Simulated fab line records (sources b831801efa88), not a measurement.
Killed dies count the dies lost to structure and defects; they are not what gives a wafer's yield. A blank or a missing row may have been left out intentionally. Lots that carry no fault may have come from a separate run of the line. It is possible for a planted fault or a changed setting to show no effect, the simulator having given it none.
fab line records	flow gf180mcu	part 1 of 2: steps 1 to 29 of 41
record: lots: 5	wafers: 15	last-day: 35
route steps=602 shown V3@433 M4@456
lots that met no fault: taken from a fault-free run of the same line
start-h: the number of hours between the record's first day and the start of the first shown wafer of the lot	wait-h: hours since the lot's step before	" unchanged from the row above	L1.1+2: several wafers, shown together as one row	- no value present, or no start provided	* or withheld: withheld	< > ~ a bound
route shown NAME@n: a module of which the file shows steps, and the number in the route of the first	usual: mean/standard deviation of fault-free wafers	same: alike in all rows	chamber/n: place in a boat	sites: the reading at each site	_std_site: standard deviation of those values	_edge_site: the outer-site mean with the inner-site mean subtracted	radius-mm: how far each site lies from the wafer's centre	mask NAME#n: copy n	behind: tool/chamber where the wafer was last shaped	hold: reason for holding the lot/hours on hold/outcome of the hold	device: the transistor (n, p or np) that didn't switch	end of line: tests of these same wafers at the route's end	a step without rows: its recipe alone	killed: dies lost to structure and defects at the first sort, not the wafer's yield	map: dies across one wafer; x = killed, . = not, _ = none there
set.NAME: the setting the step ran with; set.NAME@STEP: the setting that earlier step ran with	model.NAME: the simulator's own value behind a step, which no gauge read
lots at some steps of the route; a table a step, a row a wafer
services: a tool's chamber out of use, with start hour (start-h, from the record's first day; less than 0 if before it), hours out, and reason
== steps ==
step: GF_V3_CMP_04
recipe: material: SiO2	down-force-psi: 4	platen-rpm: 60	pad-velocity-m-s: 0.94248
usual: motor-current-A: 12.2/1.8	time-to-endpoint-s: 80/7.1
lot.wafer	tool	chamber	start-h	wait-h	motor-current-A	time-to-endpoint-s
L074.1	cmp-01	3	509.30	0.1	10.7	73
L074.2	"	1	"	"	12.5	73
L074.5	"	3	"	"	10.8	81
L082.2	cmp-01	3	575.29	0.1	11.2	74
L082.4	"	0	"	"	10.6	80
L082.3	"	1	"	"	12.2	71
L081.4	cmp-01	1	575.56	0.0	12.1	77
L081.3	"	2	"	"	15.1	69
L081.5	"	1	"	"	12.0	72
L085.3	cmp-01	0	595.16	0.1	10.6	79
L085.6	"	2	"	"	13.7	83
L085.5	"	3	"	"	10.7	77
L097.3	cmp-02	0	684.45	0.0	13.2	85
L097.1	"	1	"	"	12.0	81
L097.2	"	3	"	"	14.2	87
step: GF_V3_BOW_MEAS_05
recipe: mode: bow
usual: V3_BOW: 117/7.3
lot.wafer	tool	chamber	start-h	wait-h	V3_BOW[um]
L074.1	film-metro-01	-	509.55	0.2	97
L074.2	"	-	"	"	116
L074.5	"	-	"	"	103
L082.2	film-metro-01	-	575.56	0.2	121
L082.3	"	-	"	"	114
L082.4	"	-	"	"	120
L081.3	film-metro-02	-	575.90	0.2	110
L081.4	"	-	"	"	114
L081.5	"	-	"	"	111
L085.3	film-metro-03	-	595.40	0.2	118
L085.5	"	-	"	"	118
L085.6	"	-	"	"	117
L097.1	film-metro-01	-	684.75	0.2	126
L097.2	"	-	"	"	121
L097.3	"	-	"	"	124
step: GF_V3_DEHYDRATE_06
recipe: temp-c: 200	time-s: 60
lot.wafer	tool	chamber	start-h	wait-h
L074.1+2+5	litho-track-01	0	520.64	11.1
L082.2+3+4	litho-track-01	0	585.67	10.1
L081.3+4+5	litho-track-02	0	586.26	10.3
L085.3+5+6	litho-track-02	0	606.01	10.6
L097.1+2+3	litho-track-01	0	694.49	9.7
step: GF_V3_HMDS_07
recipe: prime-time-s: 60	prime-temp-c: 120
lot.wafer	tool	chamber	start-h	wait-h
L074.1+2+5	litho-track-01	0	520.79	0.1
L082.2+3+4	litho-track-01	0	585.82	0.1
L081.3+4+5	litho-track-02	0	586.41	0.1
L085.3+5+6	litho-track-02	0	606.16	0.1
L097.1+2+3	litho-track-01	0	694.64	0.1
step: GF_V3_COAT_08
recipe: resist: BARC	temp-c: withheld	time-s: withheld	spin-rpm: withheld	resist-thk-nm: withheld
lot.wafer	tool	chamber	start-h	wait-h
L074.1+2+5	litho-track-01	0	520.94	0.1
L082.2+3+4	litho-track-01	0	585.97	0.1
L081.3+4+5	litho-track-02	0	586.56	0.1
L085.3+5+6	litho-track-02	0	606.31	0.1
L097.1+2+3	litho-track-01	0	694.79	0.1
step: GF_V3_COAT_09
recipe: resist: KrF	spin-rpm: withheld	resist-thk-nm: 992.3
lot.wafer	tool	chamber	start-h	wait-h
L074.1+2+5	litho-track-01	0	-	-
L082.2+3+4	litho-track-01	0	-	-
L081.3+4+5	litho-track-02	0	-	-
L085.3+5+6	litho-track-02	0	-	-
L097.1+2+3	litho-track-01	0	-	-
step: GF_V3_SOFTBAKE_10
recipe: temp-c: 130	time-s: 60	resist: KrF
lot.wafer	tool	chamber	start-h	wait-h
L074.1+2+5	litho-track-01	0	-	-
L082.2+3+4	litho-track-01	0	-	-
L081.3+4+5	litho-track-02	0	-	-
L085.3+5+6	litho-track-02	0	-	-
L097.1+2+3	litho-track-01	0	-	-
step: GF_V3_EXPOSE_11
recipe: mask-id: Via3	target-cd-nm: 260	na: 0.68	source-shape: conventional	sigma-outer: 0.6	dose-mj: 38
lot.wafer	tool	chamber	start-h	wait-h	mask
L074.1+2+5	krf-scanner-01	0	-	-	Via3#0
L082.2+3+4	krf-scanner-02	0	-	-	Via3#0
L081.3+4+5	krf-scanner-01	0	-	-	Via3#0
L085.3+5+6	krf-scanner-02	0	-	-	Via3#0
L097.1+2+3	krf-scanner-01	0	-	-	Via3#0
step: GF_V3_PEB_12
recipe: peb-temp-c: 135	peb-time-s: 90	resist: KrF
lot.wafer	tool	chamber	start-h	wait-h
L074.1+2+5	litho-track-04	0	-	-
L082.2+3+4	litho-track-01	0	-	-
L081.3+4+5	litho-track-02	0	-	-
L085.3+5+6	litho-track-01	0	-	-
L097.1+2+3	litho-track-02	0	-	-
step: GF_V3_DEVELOP_13
recipe: develop-time-s: 60	resist: KrF	dev-temp-c: 21
lot.wafer	tool	chamber	start-h	wait-h
L074.1+2+5	litho-track-04	0	532.60	0.2
L082.2+3+4	litho-track-01	0	597.27	0.2
L081.3+4+5	litho-track-02	0	597.96	0.1
L085.3+5+6	litho-track-01	0	617.39	0.1
L097.1+2+3	litho-track-02	0	704.26	0.2
step: GF_V3_CD_MEAS_14
recipe: target-cd-nm: 260
usual: cd-nm: 259.7/1.1
lot.wafer	tool	chamber	start-h	wait-h	cd-nm
L074.1	cd-sem-01	-	532.75	0.1	257.7
L074.2	"	-	"	"	258.2
L074.5	"	-	"	"	258.0
L082.2	cd-sem-02	-	597.41	0.1	260.9
L082.3	"	-	"	"	260.1
L082.4	"	-	"	"	259.5
L081.3	cd-sem-01	-	598.10	0.1	258.5
L081.4	"	-	"	"	258.5
L081.5	"	-	"	"	258.6
L085.3	cd-sem-01	-	617.53	0.1	259.4
L085.5	"	-	"	"	260.8
L085.6	"	-	"	"	259.8
L097.1	cd-sem-02	-	704.41	0.1	259.6
L097.2	"	-	"	"	259.6
L097.3	"	-	"	"	260.4
step: GF_V3_OVL_MEAS_15
usual: V3_OVL: -2/6.9
lot.wafer	tool	chamber	start-h	wait-h	V3_OVL[nm]
L074.1	overlay-02	-	532.87	0.1	-21
L074.2	"	-	"	"	-1
L074.5	"	-	"	"	-12
L082.2	overlay-01	-	597.52	0.1	1
L082.3	"	-	"	"	2
L082.4	"	-	"	"	2
L081.3	overlay-02	-	598.19	0.1	-4
L081.4	"	-	"	"	-5
L081.5	"	-	"	"	1
L085.3	overlay-01	-	617.62	0.1	-2
L085.5	"	-	"	"	-6
L085.6	"	-	"	"	1
L097.1	overlay-02	-	704.53	0.1	-6
L097.2	"	-	"	"	-12
L097.3	"	-	"	"	-3
step: GF_V3_ETCH_16
recipe: chemistry: N2/H2	target-depth-a: withheld	overetch-a: withheld	time-s: withheld	target: BARC	ion-energy-ev: 200	source-w: 500	bias-w: 100	pressure-mtorr: 30	n2-flow-sccm: 100	h2-flow-sccm: 200
usual: bias-w: 100.0/0.33	drypump-motor-current-A: 5.8/0.56	oes-product-au: 0.856/0.0048	throttle-valve-pct: 13.224/0.0091
lot.wafer	tool	chamber	start-h	wait-h	bias-w	drypump-motor-current-A	oes-product-au	throttle-valve-pct
L074.1	rie-diel-03	0	532.91	0.0	100.2	6.6	0.858	13.207
L074.2	"	1	"	"	99.9	5.7	0.857	13.227
L074.5	"	3	"	"	100.0	6.6	0.858	13.234
L082.2	rie-diel-03	3	597.55	0.0	99.9	6.6	0.864	13.215
L082.3	"	0	"	"	99.7	6.6	0.855	13.215
L082.4	"	2	"	"	99.5	6.5	0.850	13.219
L081.3	rie-diel-04	2	598.22	0.0	100.0	6.1	0.857	13.212
L081.4	"	0	"	"	100.3	5.4	0.861	13.226
L081.5	"	2	"	"	99.5	6.1	0.850	13.230
L085.3	rie-diel-04	2	617.65	0.0	99.8	6.1	0.858	13.233
L085.5	"	2	"	"	99.7	6.1	0.856	13.221
L085.6	"	1	"	"	100.3	5.3	0.854	13.208
L097.1	rie-diel-01	2	704.57	0.0	99.9	5.5	0.859	13.207
L097.2	"	3	"	"	99.5	5.1	0.853	13.220
L097.3	"	1	"	"	99.9	5.3	0.849	13.216
step: GF_V3_ETCH_17
recipe: chemistry: C4F8/O2/Ar	mask-material: KrF	target: SiO2	stop-on: TiN	source-w: 1500	bias-w: 1200	pressure-mtorr: 40	c4f8-flow-sccm: withheld	O2_flow_sccm: 6	Ar_flow_sccm: 300	time-s: withheld	target-depth-a: 6350
usual: bias-w: 1200/4	oes-product-au: 0.856/0.0051
lot.wafer	tool	chamber	start-h	wait-h	bias-w	oes-product-au
L074.1	rie-diel-03	0	-	-	1205	0.852
L074.2	"	1	"	"	1200	0.853
L074.5	"	3	"	"	1197	0.853
L082.2	rie-diel-03	3	-	-	1201	0.855
L082.3	"	0	"	"	1192	0.857
L082.4	"	2	"	"	1197	0.846
L081.3	rie-diel-04	2	-	-	1199	0.861
L081.4	"	0	"	"	1200	0.855
L081.5	"	2	"	"	1197	0.862
L085.3	rie-diel-04	2	-	-	1192	0.858
L085.5	"	2	"	"	1194	0.857
L085.6	"	1	"	"	1200	0.859
L097.1	rie-diel-01	2	-	-	1205	0.855
L097.2	"	3	"	"	1197	0.863
L097.3	"	1	"	"	1201	0.865
step: GF_V3_STRIP_18
recipe: chemistry: O2/N2	power-w: 1400	pressure-mtorr: 1500	platen-temp-c: 250	o2-flow-sccm: 3000	n2-flow-sccm: 300	overash-fraction: 0.5
usual: drypump-motor-current-A: 5.8/0.5	heater-power-w: 331/19	oes-product-au: 0.590/0.0049
same: overash-fraction: 0.5
lot.wafer	tool	chamber	start-h	wait-h	drypump-motor-current-A	heater-power-w	oes-product-au	rf-hours-counter-h
L074.1	plasma-asher-01	0	533.03	-	5.2	336	0.586	10
L074.2	"	1	"	"	6.5	303	0.595	10
L074.5	"	0	"	"	5.2	335	0.578	-
L082.2	plasma-asher-04	0	597.68	-	6.1	354	0.584	82
L082.3	"	1	"	"	5.8	389	0.588	-
L082.4	"	0	"	"	6.0	359	0.594	-
L081.3	plasma-asher-02	1	598.38	-	5.8	345	0.587	-
L081.4	"	0	"	"	5.7	334	0.608	-
L081.5	"	0	"	"	5.7	336	0.585	-
L085.3	plasma-asher-02	0	617.81	-	5.7	332	0.593	-
L085.5	"	1	"	"	5.8	353	0.582	-
L085.6	"	0	"	"	5.7	336	0.584	-
L097.1	plasma-asher-04	0	704.69	-	6.0	342	0.597	93
L097.2	"	1	"	"	5.8	387	0.591	93
L097.3	"	1	"	"	5.8	379	0.595	-
step: GF_V3_STRIP_19
recipe: chemistry: post-etch-residue-remover	time-s: 1200	temp-c: 72.5
lot.wafer	tool	chamber	start-h	wait-h
L074.1+2+5	wet-bench-01	1	533.13	0.1
L082.2+3+4	wet-bench-03	2	597.78	0.1
L081.3+4+5	wet-bench-03	2	598.45	0.0
L085.3+5+6	wet-bench-04	2	617.88	0.0
L097.1+2+3	wet-bench-04	0	704.79	0.1
step: GF_V3_CLEAN_20
recipe: chemistry: DIW	dry: n2-spin
lot.wafer	tool	chamber	start-h	wait-h
L074.1+2+5	wet-bench-03	3	533.48	0.0
L082.2+3+4	wet-bench-01	0	598.12	0.0
L081.3+4+5	wet-bench-04	2	598.79	0.0
L085.3+5+6	wet-bench-01	1	618.22	0.0
L097.1+2+3	wet-bench-01	1	705.14	0.0
step: GF_V3_SPUTTER_21
recipe: material: Ti	target-thk-nm: 15	chamber-pressure-pa: 5	power-w: 2500	substrate-temp-c: 200	time-s: 80.02
usual: throttle-valve-pct: 30.3/0.85
lot.wafer	tool	chamber	start-h	wait-h	throttle-valve-pct
L074.1	pvd-sputter-04	-	533.58	0.0	28.3
L074.2	"	-	"	"	30.0
L074.5	"	-	"	"	28.4
L082.2	pvd-sputter-04	-	598.21	0.0	30.1
L082.3	"	-	"	"	30.7
L082.4	"	-	"	"	28.5
L081.3	pvd-sputter-01	-	598.89	0.0	31.6
L081.4	"	-	"	"	30.5
L081.5	"	-	"	"	31.8
L085.3	pvd-sputter-01	-	618.31	0.0	30.5
L085.5	"	-	"	"	30.8
L085.6	"	-	"	"	31.7
L097.1	pvd-sputter-01	-	705.24	0.0	30.5
L097.2	"	-	"	"	31.3
L097.3	"	-	"	"	30.8
step: GF_V3_SPUTTER_22
recipe: material: TiN	target-thk-nm: 10	chamber-pressure-pa: 5	power-w: 4000	time-s: 40
usual: throttle-valve-pct: 30.4/0.9
lot.wafer	tool	chamber	start-h	wait-h	throttle-valve-pct
L074.1	pvd-sputter-04	-	533.64	0.0	28.4
L074.2	"	-	"	"	29.8
L074.5	"	-	"	"	28.1
L082.2	pvd-sputter-04	-	598.27	0.0	30.1
L082.3	"	-	"	"	30.7
L082.4	"	-	"	"	28.5
L081.3	pvd-sputter-01	-	598.95	0.0	31.3
L081.4	"	-	"	"	30.6
L081.5	"	-	"	"	31.6
L085.3	pvd-sputter-01	-	618.37	0.0	30.5
L085.5	"	-	"	"	30.7
L085.6	"	-	"	"	31.4
L097.1	pvd-sputter-01	-	705.30	0.0	30.7
L097.2	"	-	"	"	31.6
L097.3	"	-	"	"	30.8
step: GF_V3_CVD_23
recipe: material: W	target-thk-nm: 350	time-s: 104.9	temp-c: 400	pressure-torr: 40
usual: heater-power-w: 805/100
lot.wafer	tool	chamber	start-h	wait-h	heater-power-w	since-wet-clean-h
L074.1	cvd-w-01	0	533.68	0.0	718	630
L074.2	"	1	"	"	980	630
L074.5	"	0	"	"	718	-
L082.2	cvd-w-01	0	598.31	0.0	719	694
L082.3	"	1	"	"	944	-
L082.4	"	0	"	"	711	-
L081.3	cvd-w-02	1	599.03	0.1	850	-
L081.4	"	0	"	"	722	-
L081.5	"	0	"	"	718	-
L085.3	cvd-w-02	0	618.45	0.1	713	-
L085.5	"	1	"	"	835	-
L085.6	"	0	"	"	715	-
L097.1	cvd-w-02	1	705.34	0.0	857	301
L097.2	"	0	"	"	703	301
L097.3	"	1	"	"	815	-
step: GF_V3_RS_MEAS_24
recipe: thk-meas-gauge: four-point-probe	reads: W_of_V3_CVD_23+TiN_of_V3_SPUTTER_22+Ti_of_V3_SPUTTER_21
usual: V3_W_RS: 0.328/0.0043
lot.wafer	tool	chamber	start-h	wait-h	V3_W_RS[ohm/sq]
L074.1	film-metro-02	-	533.79	0.1	0.330
L074.2	"	-	"	"	0.335
L074.5	"	-	"	"	0.333
L082.2	film-metro-01	-	598.44	0.1	0.327
L082.3	"	-	"	"	0.336
L082.4	"	-	"	"	0.327
L081.3	film-metro-02	-	599.14	0.1	0.320
L081.4	"	-	"	"	0.325
L081.5	"	-	"	"	0.325
L085.3	film-metro-02	-	618.56	0.1	0.325
L085.5	"	-	"	"	0.329
L085.6	"	-	"	"	0.324
L097.1	film-metro-01	-	705.45	0.1	0.324
L097.2	"	-	"	"	0.322
L097.3	"	-	"	"	0.323
step: GF_V3_THK_MEAS_25
recipe: thk-meas-gauge: xrf	reads: W_of_V3_CVD_23
usual: V3_W_THK: 370/6.2
lot.wafer	tool	chamber	start-h	wait-h	V3_W_THK[nm]
L074.1	film-metro-02	-	533.91	0.1	366
L074.2	"	-	"	"	363
L074.5	"	-	"	"	362
L082.2	film-metro-01	-	598.55	0.1	378
L082.3	"	-	"	"	365
L082.4	"	-	"	"	376
L081.3	film-metro-02	-	599.24	0.1	376
L081.4	"	-	"	"	369
L081.5	"	-	"	"	372
L085.3	film-metro-02	-	618.66	0.1	373
L085.5	"	-	"	"	367
L085.6	"	-	"	"	374
L097.1	film-metro-01	-	705.57	0.1	378
L097.2	"	-	"	"	381
L097.3	"	-	"	"	379
step: GF_V3_CMP_26
recipe: stop-on: SiO2	down-force-psi: 3.5	platen-rpm: 60	t-overpolish-s: 15	target-thk-nm: 0	pad-velocity-m-s: 0.94248
usual: motor-current-A: 11.1/1.6	overpolish-run-s: 15.001/0.0083	time-to-endpoint-s: 85/4.8
lot.wafer	tool	chamber	start-h	wait-h	motor-current-A	overpolish-run-s	time-to-endpoint-s
L074.2	cmp-01	1	534.07	0.1	11.8	14.991	80
L074.1	"	2	"	"	13.7	14.996	84
L074.5	"	0	"	"	9.4	15.004	80
L082.2	cmp-01	2	598.60	0.0	13.8	15.011	82
L082.3	"	0	"	"	9.6	15.000	81
L082.4	"	1	"	"	11.1	15.002	78
L081.3	cmp-02	1	599.28	0.0	11.2	15.000	86
L081.4	"	2	"	"	9.2	14.993	85
L081.5	"	1	"	"	11.8	15.008	87
L085.3	cmp-02	2	618.70	0.0	8.7	14.997	82
L085.6	"	2	"	"	8.9	14.997	85
L085.5	"	3	"	"	12.7	15.002	87
L097.1	cmp-02	1	705.68	0.1	11.0	14.986	92
L097.3	"	2	"	"	8.5	14.997	90
L097.2	"	3	"	"	14.5	14.991	97
step: GF_M4_SPUTTER_00
recipe: material: Ti	target-thk-nm: 37.5	arriving-ion-energy-ev: 80	substrate-temp-c: 200	chamber-pressure-pa: 2	power-w: 4000	time-s: 150
usual: throttle-valve-pct: 29.7/0.85
lot.wafer	tool	chamber	start-h	wait-h	throttle-valve-pct
L074.1	pvd-sputter-02	-	534.27	0.1	30.4
L074.2	"	-	"	"	30.3
L074.5	"	-	"	"	30.2
L082.2	pvd-sputter-02	-	598.90	0.2	31.0
L082.3	"	-	"	"	30.1
L082.4	"	-	"	"	29.8
L081.3	pvd-sputter-03	-	599.58	0.2	29.0
L081.4	"	-	"	"	29.2
L081.5	"	-	"	"	28.9
L085.3	pvd-sputter-02	-	619.00	0.2	30.0
L085.5	"	-	"	"	30.1
L085.6	"	-	"	"	31.1
L097.1	pvd-sputter-02	-	705.93	0.2	30.3
L097.2	"	-	"	"	31.2
L097.3	"	-	"	"	29.9
step: GF_M4_SPUTTER_01
recipe: material: TiN	target-thk-nm: 30	power-w: 6500	time-s: 25	chamber-pressure-pa: 0.4
usual: throttle-valve-pct: 29.7/0.85
lot.wafer	tool	chamber	start-h	wait-h	throttle-valve-pct
L074.1	pvd-sputter-02	-	534.37	0.1	30.6
L074.2	"	-	"	"	29.9
L074.5	"	-	"	"	29.9
L082.2	pvd-sputter-02	-	599.00	0.1	31.2
L082.3	"	-	"	"	30.1
L082.4	"	-	"	"	30.1
L081.3	pvd-sputter-03	-	599.68	0.1	28.9
L081.4	"	-	"	"	29.3
L081.5	"	-	"	"	28.7
L085.3	pvd-sputter-02	-	619.10	0.1	30.0
L085.5	"	-	"	"	30.0
L085.6	"	-	"	"	30.9
L097.1	pvd-sputter-02	-	706.03	0.1	30.0
L097.2	"	-	"	"	31.1
L097.3	"	-	"	"	29.8
step: GF_M4_SPUTTER_02
recipe: material: AlCu	target-thk-nm: 450	power-w: 10600	time-s: 23.9	chamber-pressure-pa: 0.4
usual: throttle-valve-pct: 29.7/0.85
lot.wafer	tool	chamber	start-h	wait-h	throttle-valve-pct
L074.1	pvd-sputter-02	-	534.40	0.0	30.4
L074.2	"	-	"	"	30.2
L074.5	"	-	"	"	29.8
L082.2	pvd-sputter-02	-	599.03	0.0	31.2
L082.3	"	-	"	"	29.9
L082.4	"	-	"	"	30.2
L081.3	pvd-sputter-03	-	599.71	0.0	29.1
L081.4	"	-	"	"	29.4
L081.5	"	-	"	"	28.8
L085.3	pvd-sputter-02	-	619.13	0.0	30.0
L085.5	"	-	"	"	29.9
L085.6	"	-	"	"	31.2
L097.1	pvd-sputter-02	-	706.06	0.0	29.9
L097.2	"	-	"	"	31.4
L097.3	"	-	"	"	29.9
step: GF_M4_SPUTTER_03
recipe: material: Ti	target-thk-nm: 10	substrate-temp-c: 300	chamber-pressure-pa: 0.3	power-w: 3000	time-s: 6.7
usual: throttle-valve-pct: 29.7/0.86
lot.wafer	tool	chamber	start-h	wait-h	throttle-valve-pct
L074.1	pvd-sputter-02	-	534.43	0.0	30.8
L074.2	"	-	"	"	30.5
L074.5	"	-	"	"	30.3
L082.2	pvd-sputter-02	-	599.06	0.0	31.1
L082.3	"	-	"	"	30.2
L082.4	"	-	"	"	30.0
L081.3	pvd-sputter-03	-	599.74	0.0	29.0
L081.4	"	-	"	"	29.1
L081.5	"	-	"	"	28.7
L085.3	pvd-sputter-02	-	619.16	0.0	29.8
L085.5	"	-	"	"	30.4
L085.6	"	-	"	"	31.2
L097.1	pvd-sputter-02	-	706.09	0.0	30.0
L097.2	"	-	"	"	31.0
L097.3	"	-	"	"	29.8
step: GF_M4_SPUTTER_04
recipe: material: TiN	target-thk-nm: 50	power-w: 6500	time-s: 41.7	chamber-pressure-pa: 0.3837
usual: throttle-valve-pct: 29.7/0.87
lot.wafer	tool	chamber	start-h	wait-h	throttle-valve-pct
L074.1	pvd-sputter-02	-	534.45	0.0	30.7
L074.2	"	-	"	"	30.1
L074.5	"	-	"	"	30.1
L082.2	pvd-sputter-02	-	599.08	0.0	31.3
L082.3	"	-	"	"	30.2
L082.4	"	-	"	"	30.0
L081.3	pvd-sputter-03	-	599.76	0.0	28.8
L081.4	"	-	"	"	29.3
L081.5	"	-	"	"	28.8
L085.3	pvd-sputter-02	-	619.18	0.0	29.8
L085.5	"	-	"	"	30.0
L085.6	"	-	"	"	31.1
L097.1	pvd-sputter-02	-	706.11	0.0	30.1
L097.2	"	-	"	"	31.1
L097.3	"	-	"	"	29.8
step: GF_M4_RS_MEAS_05
recipe: thk-meas-gauge: four-point-probe	reads: TiN_of_M4_SPUTTER_04+Ti_of_M4_SPUTTER_03+AlCu_of_M4_SPUTTER_02+TiN_of_M4_SPUTTER_01+Ti_of_M4_SPUTTER_00
usual: M4_ALCU_RS: 0.0696/0.00088
lot.wafer	tool	chamber	start-h	wait-h	M4_ALCU_RS[ohm/sq]
L074.1	film-metro-02	-	534.49	0.0	0.0688
L074.2	"	-	"	"	0.0699
L074.5	"	-	"	"	0.0703
L082.2	film-metro-04	-	599.14	0.0	0.0688
L082.3	"	-	"	"	0.0695
L082.4	"	-	"	"	0.0702
L081.3	film-metro-04	-	599.84	0.1	0.0694
L081.4	"	-	"	"	0.0685
L081.5	"	-	"	"	0.0712
L085.3	film-metro-04	-	619.26	0.1	0.0701
L085.5	"	-	"	"	0.0702
L085.6	"	-	"	"	0.0694
L097.1	film-metro-03	-	706.15	0.0	0.0695
L097.2	"	-	"	"	0.0697
L097.3	"	-	"	"	0.0695
